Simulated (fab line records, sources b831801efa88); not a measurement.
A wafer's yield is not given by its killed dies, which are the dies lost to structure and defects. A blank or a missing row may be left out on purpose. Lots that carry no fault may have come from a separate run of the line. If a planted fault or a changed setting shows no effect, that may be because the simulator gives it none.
A sampling plan put to the test    flow gf180mcu    each of the 21 faults these records tell of, on one fab line, judged from the records of the lots it struck
The plan is the line's own looks: the steps of the route at which a gauge or an inspection reads the wafer and doesn't change it. Where struck wafers have a number at a look and the file lists that look's usual mean and standard deviation on fault-free wafers, the look can be judged. Caught: at a look after the fault's first step, the mean of the struck wafers lies 4 or more of those standard deviations (sigma) from the usual mean. On the tool: here the same test is run on the tool's own readings at the fault's steps. Another recipe on the struck wafers, or a record that is blank for them alone, also counts as caught.

== THE FAULTS, as the simulator had put them in ==
1. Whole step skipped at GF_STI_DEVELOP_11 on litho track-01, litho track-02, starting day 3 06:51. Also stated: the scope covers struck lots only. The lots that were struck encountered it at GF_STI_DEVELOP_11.
2. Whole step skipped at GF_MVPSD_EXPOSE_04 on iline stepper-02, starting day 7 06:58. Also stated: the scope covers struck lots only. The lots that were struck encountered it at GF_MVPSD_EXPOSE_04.
3. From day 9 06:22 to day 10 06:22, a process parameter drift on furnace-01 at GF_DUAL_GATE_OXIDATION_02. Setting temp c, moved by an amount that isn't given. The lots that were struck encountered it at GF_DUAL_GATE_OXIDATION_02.
4. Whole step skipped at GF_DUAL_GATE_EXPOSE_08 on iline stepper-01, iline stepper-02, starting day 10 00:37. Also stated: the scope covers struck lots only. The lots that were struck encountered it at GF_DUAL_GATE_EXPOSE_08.
5. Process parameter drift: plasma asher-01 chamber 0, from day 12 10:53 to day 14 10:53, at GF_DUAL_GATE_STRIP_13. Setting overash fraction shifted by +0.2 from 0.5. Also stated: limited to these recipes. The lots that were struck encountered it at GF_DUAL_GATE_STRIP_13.
6. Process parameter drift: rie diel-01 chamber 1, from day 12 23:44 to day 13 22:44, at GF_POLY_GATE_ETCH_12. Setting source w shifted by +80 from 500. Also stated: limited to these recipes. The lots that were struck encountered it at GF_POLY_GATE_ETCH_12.
7. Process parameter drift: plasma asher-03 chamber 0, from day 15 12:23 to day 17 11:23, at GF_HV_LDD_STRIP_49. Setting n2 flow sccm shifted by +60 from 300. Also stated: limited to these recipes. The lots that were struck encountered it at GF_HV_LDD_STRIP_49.
8. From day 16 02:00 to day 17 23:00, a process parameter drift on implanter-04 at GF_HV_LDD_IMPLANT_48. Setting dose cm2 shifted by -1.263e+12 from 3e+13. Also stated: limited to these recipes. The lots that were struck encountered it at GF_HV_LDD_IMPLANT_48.
9. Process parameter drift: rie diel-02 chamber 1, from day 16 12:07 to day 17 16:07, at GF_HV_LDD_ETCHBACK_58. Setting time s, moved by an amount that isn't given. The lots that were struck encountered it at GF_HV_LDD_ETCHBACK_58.
10. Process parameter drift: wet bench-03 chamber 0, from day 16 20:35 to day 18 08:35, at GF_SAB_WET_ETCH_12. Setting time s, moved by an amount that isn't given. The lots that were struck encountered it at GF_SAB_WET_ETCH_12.
11. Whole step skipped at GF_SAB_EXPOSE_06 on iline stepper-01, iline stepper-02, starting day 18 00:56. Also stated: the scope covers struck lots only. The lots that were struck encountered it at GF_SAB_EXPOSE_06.
12. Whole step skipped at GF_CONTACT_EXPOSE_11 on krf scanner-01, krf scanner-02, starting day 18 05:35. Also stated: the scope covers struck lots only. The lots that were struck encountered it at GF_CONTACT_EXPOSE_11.
13. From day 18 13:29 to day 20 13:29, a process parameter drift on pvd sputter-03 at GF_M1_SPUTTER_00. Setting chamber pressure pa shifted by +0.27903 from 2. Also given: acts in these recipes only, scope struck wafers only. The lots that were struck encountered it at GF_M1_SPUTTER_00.
14. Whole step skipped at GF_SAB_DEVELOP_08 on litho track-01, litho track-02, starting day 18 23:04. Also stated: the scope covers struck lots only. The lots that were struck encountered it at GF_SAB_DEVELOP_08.
15. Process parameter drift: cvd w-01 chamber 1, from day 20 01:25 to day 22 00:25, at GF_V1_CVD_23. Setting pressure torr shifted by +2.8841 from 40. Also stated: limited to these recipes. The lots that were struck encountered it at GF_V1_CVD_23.
16. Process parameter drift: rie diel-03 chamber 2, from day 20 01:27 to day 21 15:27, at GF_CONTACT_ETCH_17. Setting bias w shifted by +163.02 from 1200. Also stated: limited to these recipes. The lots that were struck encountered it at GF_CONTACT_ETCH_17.
17. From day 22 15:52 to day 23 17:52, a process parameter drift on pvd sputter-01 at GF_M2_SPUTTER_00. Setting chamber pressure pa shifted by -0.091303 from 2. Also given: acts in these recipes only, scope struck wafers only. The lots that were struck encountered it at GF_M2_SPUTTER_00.
18. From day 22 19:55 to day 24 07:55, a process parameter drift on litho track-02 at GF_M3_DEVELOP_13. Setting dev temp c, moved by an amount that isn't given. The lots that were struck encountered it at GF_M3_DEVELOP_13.
19. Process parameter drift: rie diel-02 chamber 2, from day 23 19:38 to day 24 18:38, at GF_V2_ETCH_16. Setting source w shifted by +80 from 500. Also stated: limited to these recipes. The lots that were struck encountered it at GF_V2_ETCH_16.
20. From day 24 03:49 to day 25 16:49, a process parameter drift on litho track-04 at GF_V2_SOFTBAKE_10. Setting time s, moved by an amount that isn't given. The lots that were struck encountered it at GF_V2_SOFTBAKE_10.
21. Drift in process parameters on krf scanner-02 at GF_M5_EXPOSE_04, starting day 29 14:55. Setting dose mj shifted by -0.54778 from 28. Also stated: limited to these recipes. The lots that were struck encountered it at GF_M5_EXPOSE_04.

== WHAT THE PLAN SAW ==
fault  on the tool itself                                first look that catches it                       reading, sigma  median hours from its first step to that look  hours from the fault's start to the first struck lot there  judged looks passed uncaught
1      the tool's record is blank for the struck wafers  no look after it can be judged                   -               -                                              -                                                           0
2      no reading that can be judged                     not the one look that can be judged after it     -               -                                              -                                                           1
3      tube center temp C -42 sigma                      none of the 2 looks that can be judged after it  -               -                                              -                                                           2
4      no reading that can be judged                     no look after it can be judged                   -               -                                              -                                                           0
5      oes product au -11 sigma                          none of the 2 looks that can be judged after it  -               -                                              -                                                           2
6      rf fwd power W +44 sigma                          no look after it can be judged                   -               -                                              -                                                           0
7      n2 flow sccm +67 sigma                            no look after it can be judged                   -               -                                              -                                                           0
8      dose ions cm2 -44 sigma                           not the one look that can be judged after it     -               -                                              -                                                           1
9      run length s -39 sigma                            not the one look that can be judged after it     -               -                                              -                                                           1
10     run length s -65 sigma                            no look after it can be judged                   -               -                                              -                                                           0
11     no reading that can be judged                     no look after it can be judged                   -               -                                              -                                                           0
12     no reading that can be judged                     no look after it can be judged                   -               -                                              -                                                           0
13     chamber pressure pa +71 sigma                     no look after it can be judged                   -               -                                              -                                                           0
14     the tool's record is blank for the struck wafers  no look after it can be judged                   -               -                                              -                                                           0
15     chamber pressure Torr +30 sigma                   no look after it can be judged                   -               -                                              -                                                           0
16     bias w +49 sigma                                  none of the 2 looks that can be judged after it  -               -                                              -                                                           2
17     chamber pressure pa -25 sigma                     not the one look that can be judged after it     -               -                                              -                                                           1
18     developer temp C -7.7 sigma                       not the one look that can be judged after it     -               -                                              -                                                           1
19     rf fwd power W +39 sigma                          no look after it can be judged                   -               -                                              -                                                           0
20     run length s +38 sigma                            no look after it can be judged                   -               -                                              -                                                           0
21     exposure dose mJ cm2 -18 sigma                    none of the 2 looks that can be judged after it  -               -                                              -                                                           2
A dash: this means the fault isn't caught or the number doesn't appear in these records.

Caught at a look: 0 of 21. Caught on the tool: 17 of 21. By one or the other: 17 of 21.
On the tool alone, faults 1, 3, 5, 6, 7, 8, 9, 10, 13, 14, 15, 16, 17, 18, 19, 20, 21 were caught.
Caught by neither: faults 2, 4, 11, 12.
